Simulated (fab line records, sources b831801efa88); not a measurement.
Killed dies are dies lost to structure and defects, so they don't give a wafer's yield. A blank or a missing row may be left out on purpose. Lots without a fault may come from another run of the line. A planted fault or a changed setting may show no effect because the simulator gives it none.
fab line records | flow gf180mcu
record lots=13 wafers=39 last_day=34
route steps=602 shown HV_LDD@228 PSD@256 SALICIDE@280
lots that met no fault: from a run of the same line without faults
start_h: hours from the record's first day to the start of the lot's first wafer shown | wait_h: hours since the lot's step before | " the same as in the row above | L1.1+2: a row that stands for several wafers | - no value, or no start given | * or withheld: withheld | < > ~ a bound
route shown NAME@n: a module of which the file shows steps, and the number in the route of the first | usual: mean/standard deviation of fault-free wafers | same: alike in all rows | chamber/n: place in a boat | sites: the reading at each site | _std_site: their standard deviation | _edge_site: outer sites' mean less inner sites' | radius_mm: how far each site lies from the wafer's centre | mask NAME#n: copy n | behind: the tool/chamber that last shaped the wafer | hold: why the lot was held/for how many hours/how that ended | device: the transistor (n, p or np) that didn't switch | end of line: the same wafers' tests at the end of the route | a step without rows: its recipe alone | killed: dies lost to structure and defects at the first sort, not the wafer's yield | map: a wafer's dies, x killed, . not, _ none there
set.NAME: the setting as run; set.NAME@STEP: as run at that earlier step | model.NAME: the simulator's own value behind a step, which no gauge read
steps of the route over a sample of lots; a table a step, a row a wafer
services: from which hour (start_h, from the record's first day; less than 0 if before it) a tool's chamber was out of use, for how many hours, and why
## steps
# step GF_HV_LDD_RTA_52
# recipe temp_c=1000 time_s=10 ambient=N2
# usual lamp_power_pct=37.1/0.38 wafer_temp_C_max=1004.2/1.1
# same time_s=10
# columns lot.wafer tool chamber start_h wait_h lamp_power_pct wafer_temp_C_max
L815.2 rtp_anneal-01 0 271.97 0.0 37.4 1005.2
L815.5 " 0 " " 37.4 1002.9
L815.6 " 0 " " 37.4 1003.2
L816.3 rtp_anneal-02 0 280.30 0.0 36.6 1003.2
L816.4 " 0 " " 36.7 1005.3
L816.5 " 0 " " 36.6 1005.2
L817.1 rtp_anneal-02 0 290.81 0.0 36.7 1004.0
L817.3 " 0 " " 36.6 1005.1
L817.6 " 0 " " 36.6 1004.7
L818.1 rtp_anneal-01 0 295.01 0.0 37.4 1004.4
L818.5 " 0 " " 37.4 1002.9
L818.6 " 0 " " 37.4 1003.3
L819.1 rtp_anneal-02 0 304.58 0.0 36.6 1005.8
L819.3 " 0 " " 36.6 1007.6
L819.4 " 0 " " 36.6 1005.5
L821.1 rtp_anneal-01 0 323.16 0.0 37.3 1003.2
L821.3 " 0 " " 37.4 1003.5
L821.6 " 0 " " 37.4 1003.4
L823.1 rtp_anneal-01 0 337.28 0.0 37.4 1005.6
L823.3 " 0 " " 37.4 1002.7
L823.4 " 0 " " 37.4 1003.9
L824.1 rtp_anneal-02 0 346.61 0.0 36.6 1004.2
L824.4 " 0 " " 36.6 1004.7
L824.6 " 0 " " 36.6 1004.3
L825.2 rtp_anneal-01 0 352.92 0.0 37.4 1003.0
L825.3 " 0 " " 37.4 1003.0
L825.4 " 0 " " 37.4 1002.6
L826.2 rtp_anneal-02 0 359.15 0.0 36.6 1004.8
L826.3 " 0 " " 36.6 1004.7
L826.4 " 0 " " 36.6 1004.7
L827.1 rtp_anneal-01 0 367.78 0.0 37.4 1003.7
L827.4 " 0 " " 37.4 1003.5
L827.5 " 0 " " 37.4 1003.8
L832.4 rtp_anneal-02 0 412.72 0.0 36.6 1004.2
L832.5 " 0 " " 36.5 1006.7
L832.6 " 0 " " 36.7 1004.9
L838.2 rtp_anneal-02 0 461.94 0.0 36.6 1004.1
L838.3 " 0 " " 36.7 1005.9
L838.6 " 0 " " 36.6 1004.4
# step GF_PSD_OVL_MEAS_08
# usual PSD_OVL=-1.4/1.2
# columns lot.wafer tool chamber start_h wait_h PSD_OVL[nm]
L815.2 overlay-01 - 314.14 0.1 -1.0
L815.5 " - " " -1.5
L815.6 " - " " -1.7
L816.3 overlay-02 - 323.07 0.1 -0.6
L816.4 " - " " -1.3
L816.5 " - " " -2.4
L817.1 overlay-01 - 334.40 0.1 -1.6
L817.3 " - " " -0.8
L817.6 " - " " -2.8
L818.1 overlay-02 - 337.81 0.1 -3.0
L818.5 " - " " -3.0
L818.6 " - " " -3.9
L819.1 overlay-01 - 348.90 0.1 -2.8
L819.3 " - " " -2.0
L819.4 " - " " -2.5
L821.1 overlay-02 - 368.03 0.1 -1.8
L821.3 " - " " 0.7
L821.6 " - " " -2.8
L823.1 overlay-01 - 384.01 0.1 -1.9
L823.3 " - " " -2.3
L823.4 " - " " -1.6
L824.1 overlay-01 - 393.55 0.1 -0.7
L824.4 " - " " -1.7
L824.6 " - " " -0.6
L825.2 overlay-02 - 401.42 0.1 -1.6
L825.3 " - " " -0.1
L825.4 " - " " -2.5
L826.2 overlay-01 - 407.46 0.1 -3.3
L826.3 " - " " -2.7
L826.4 " - " " -4.7
L827.1 overlay-02 - 417.18 0.1 1.8
L827.4 " - " " -0.9
L827.5 " - " " 0.4
L832.4 overlay-02 - 464.82 0.1 -0.3
L832.5 " - " " -1.1
L832.6 " - " " -0.1
L838.2 overlay-02 - 513.64 0.1 -0.7
L838.3 " - " " -0.4
L838.6 " - " " -0.2
# step GF_SALICIDE_SPUTTER_02
# recipe material=Co target_thk_nm=10 power_w=1000 time_s=20 chamber_pressure_pa=0.4
# usual throttle_valve_pct=29.8/0.92
# columns lot.wafer tool chamber start_h wait_h throttle_valve_pct
L815.2 pvd_sputter-01 - 335.67 0.0 29.8
L815.5 " - " " 31.2
L815.6 " - " " 29.9
L816.3 pvd_sputter-01 - 345.17 0.0 29.9
L816.4 " - " " 31.1
L816.5 " - " " 31.3
L817.1 pvd_sputter-01 - 356.56 0.0 29.8
L817.3 " - " " 30.1
L817.6 " - " " 28.6
L818.1 pvd_sputter-01 - 360.16 0.0 28.8
L818.5 " - " " 31.4
L818.6 " - " " 28.1
L819.1 pvd_sputter-04 - 371.57 0.0 29.2
L819.3 " - " " 31.3
L819.4 " - " " 30.0
L821.1 pvd_sputter-03 - 391.76 0.0 30.6
L821.3 " - " " 28.7
L821.6 " - " " 31.2
L823.1 pvd_sputter-04 - 408.12 0.0 29.0
L823.3 " - " " 29.8
L823.4 " - " " 29.1
L824.1 pvd_sputter-01 - 418.16 0.0 29.9
L824.4 " - " " 29.8
L824.6 " - " " 30.2
L825.2 pvd_sputter-04 - 426.92 0.0 29.4
L825.3 " - " " 31.2
L825.4 " - " " 29.6
L826.2 pvd_sputter-04 - 432.66 0.0 31.4
L826.3 " - " " 28.8
L826.4 " - " " 29.5
L827.1 pvd_sputter-01 - 442.36 0.0 31.3
L827.4 " - " " 29.9
L827.5 " - " " 28.7
L832.4 pvd_sputter-04 - 490.65 0.0 29.3
L832.5 " - " " 28.9
L832.6 " - " " 29.8
L838.2 pvd_sputter-01 - 537.67 0.0 28.7
L838.3 " - " " 30.1
L838.6 " - " " 30.0
# step GF_SALICIDE_RS_MEAS_04
# recipe thk_meas_gauge=four-point-probe reads=TiN_of_SALICIDE_SPUTTER_03+Co_of_SALICIDE_SPUTTER_02
# usual SALICIDE_TIN_RS=16.34/0.29
# columns lot.wafer tool chamber start_h wait_h SALICIDE_TIN_RS[ohm/sq]
L815.2 film_metro-01 - 335.75 0.0 16.04
L815.5 " - " " 16.37
L815.6 " - " " 16.13
L816.3 film_metro-02 - 345.27 0.1 16.09
L816.4 " - " " 16.19
L816.5 " - " " 16.40
L817.1 film_metro-01 - 356.62 0.0 15.84
L817.3 " - " " 15.80
L817.6 " - " " 15.87
L818.1 film_metro-04 - 360.21 0.0 16.54
L818.5 " - " " 16.34
L818.6 " - " " 16.50
L819.1 film_metro-01 - 371.63 0.0 16.68
L819.3 " - " " 16.53
L819.4 " - " " 16.62
L821.1 film_metro-04 - 391.81 0.0 16.55
L821.3 " - " " 16.69
L821.6 " - " " 16.66
L823.1 film_metro-02 - 408.18 0.0 16.73
L823.3 " - " " 16.90
L823.4 " - " " 16.40
L824.1 film_metro-02 - 418.22 0.0 16.33
L824.4 " - " " 16.17
L824.6 " - " " 16.38
L825.2 film_metro-04 - 426.99 0.0 16.57
L825.3 " - " " 16.46
L825.4 " - " " 16.57
L826.2 film_metro-02 - 432.74 0.0 16.45
L826.3 " - " " 16.68
L826.4 " - " " 16.56
L827.1 film_metro-01 - 442.41 0.0 16.11
L827.4 " - " " 15.99
L827.5 " - " " 15.88
L832.4 film_metro-01 - 490.77 0.1 16.60
L832.5 " - " " 17.81
L832.6 " - " " 16.18
L838.2 film_metro-02 - 537.74 0.0 16.05
L838.3 " - " " 16.46
L838.6 " - " " 16.46
# step GF_SALICIDE_RTA_06
# recipe temp_c=530 time_s=30 ambient=N2
# usual lamp_power_pct=6.97/0.073 wafer_temp_C_max=532.3/0.62
# same time_s=30
# columns lot.wafer tool chamber start_h wait_h lamp_power_pct wafer_temp_C_max
L815.2 rtp_anneal-01 0 335.94 0.1 7.03 532.5
L815.5 " 0 " " 7.02 531.9
L815.6 " 0 " " 7.04 532.6
L816.3 rtp_anneal-02 0 345.44 0.1 6.91 532.3
L816.4 " 0 " " 6.89 531.8
L816.5 " 0 " " 6.90 531.7
L817.1 rtp_anneal-01 0 356.80 0.1 7.03 532.4
L817.3 " 0 " " 7.04 531.9
L817.6 " 0 " " 7.04 532.6
L818.1 rtp_anneal-02 0 360.39 0.1 6.90 532.2
L818.5 " 0 " " 6.89 532.4
L818.6 " 0 " " 6.89 532.2
L819.1 rtp_anneal-01 0 371.81 0.1 7.03 531.9
L819.3 " 0 " " 7.05 531.7
L819.4 " 0 " " 7.04 531.8
L821.1 rtp_anneal-01 0 391.99 0.1 7.04 531.9
L821.3 " 0 " " 7.03 531.9
L821.6 " 0 " " 7.04 531.6
L823.1 rtp_anneal-02 0 408.36 0.1 6.90 533.0
L823.3 " 0 " " 6.91 533.6
L823.4 " 0 " " 6.89 533.1
L824.1 rtp_anneal-02 0 418.40 0.1 6.88 533.1
L824.4 " 0 " " 6.89 532.5
L824.6 " 0 " " 6.91 532.5
L825.2 rtp_anneal-02 0 427.17 0.1 6.89 532.5
L825.3 " 0 " " 6.90 532.7
L825.4 " 0 " " 6.89 532.8
L826.2 rtp_anneal-01 0 432.93 0.1 7.03 532.2
L826.3 " 0 " " 7.04 531.8
L826.4 " 0 " " 7.04 531.9
L827.1 rtp_anneal-02 0 442.59 0.1 6.90 532.4
L827.4 " 0 " " 6.89 532.9
L827.5 " 0 " " 6.90 531.8
L832.4 rtp_anneal-02 0 490.94 0.1 6.90 532.8
L832.5 " 0 " " 6.89 532.4
L832.6 " 0 " " 6.89 533.0
L838.2 rtp_anneal-02 0 537.92 0.1 6.90 532.5
L838.3 " 0 " " 6.89 532.6
L838.6 " 0 " " 6.89 533.6
## services
# columns tool chamber start_h hours kind
rtp_anneal-02 - 252.48 5.5 pm
pvd_sputter-03 3 293.42 - consumable_replace:kit
pvd_sputter-03 3 293.42 18.0 scheduled_down
pvd_sputter-03 3 293.42 18.0 vent_cycle
pvd_sputter-03 - 299.17 0.7 repair
pvd_sputter-04 - 316.36 4.4 repair
pvd_sputter-04 0 330.45 - consumable_replace:kit
pvd_sputter-04 0 330.45 18.0 scheduled_down
pvd_sputter-04 0 330.45 18.0 vent_cycle
pvd_sputter-01 - 333.04 0.6 repair
pvd_sputter-01 - 379.76 8.3 repair
pvd_sputter-01 - 382.13 4.6 repair
pvd_sputter-01 0 423.19 - consumable_replace:kit
pvd_sputter-01 0 423.19 18.0 scheduled_down
pvd_sputter-01 0 423.19 18.0 vent_cycle
pvd_sputter-01 - 426.78 1.5 repair
pvd_sputter-01 - 473.34 8.7 repair
pvd_sputter-03 - 483.00 1.1 repair
pvd_sputter-03 2 507.25 - consumable_replace:kit
pvd_sputter-03 2 507.25 18.0 scheduled_down
pvd_sputter-03 2 507.25 18.0 vent_cycle
pvd_sputter-03 - 516.40 0.7 repair
pvd_sputter-03 - 532.08 1.2 repair
## key
first_sign step=GF_SALICIDE_RS_MEAS_04 reading=SALICIDE_TIN_RS direction=up sigmas=5 usual=16.34 struck=17.81
effect none on later readings
met_at GF_SALICIDE_SPUTTER_02
struck_lots L832
struck_wafers L832.5
tester_left_out L832
not_acting_at GF_HV_LDD_RTA_52,GF_PSD_OVL_MEAS_08,GF_SALICIDE_RTA_06
onset_between 432.66 490.65
fault kind=process_parameter_drift tool=pvd_sputter-04 chamber=- onset_h=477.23 steps=GF_SALICIDE_SPUTTER_02 channel=target_thk_nm offset=-0.64678 shape=step end_h=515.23 scope=struck_wafers_only acts_in=these_recipes_only stated=10
# tester_left_out: of these lots the tester's yield and bins aren't shown, on N5 and GAA mostly nor the transistor test; their killed dies are dies lost to structure and defects alone, not to doping, threshold or leakage, so they don't give the yield
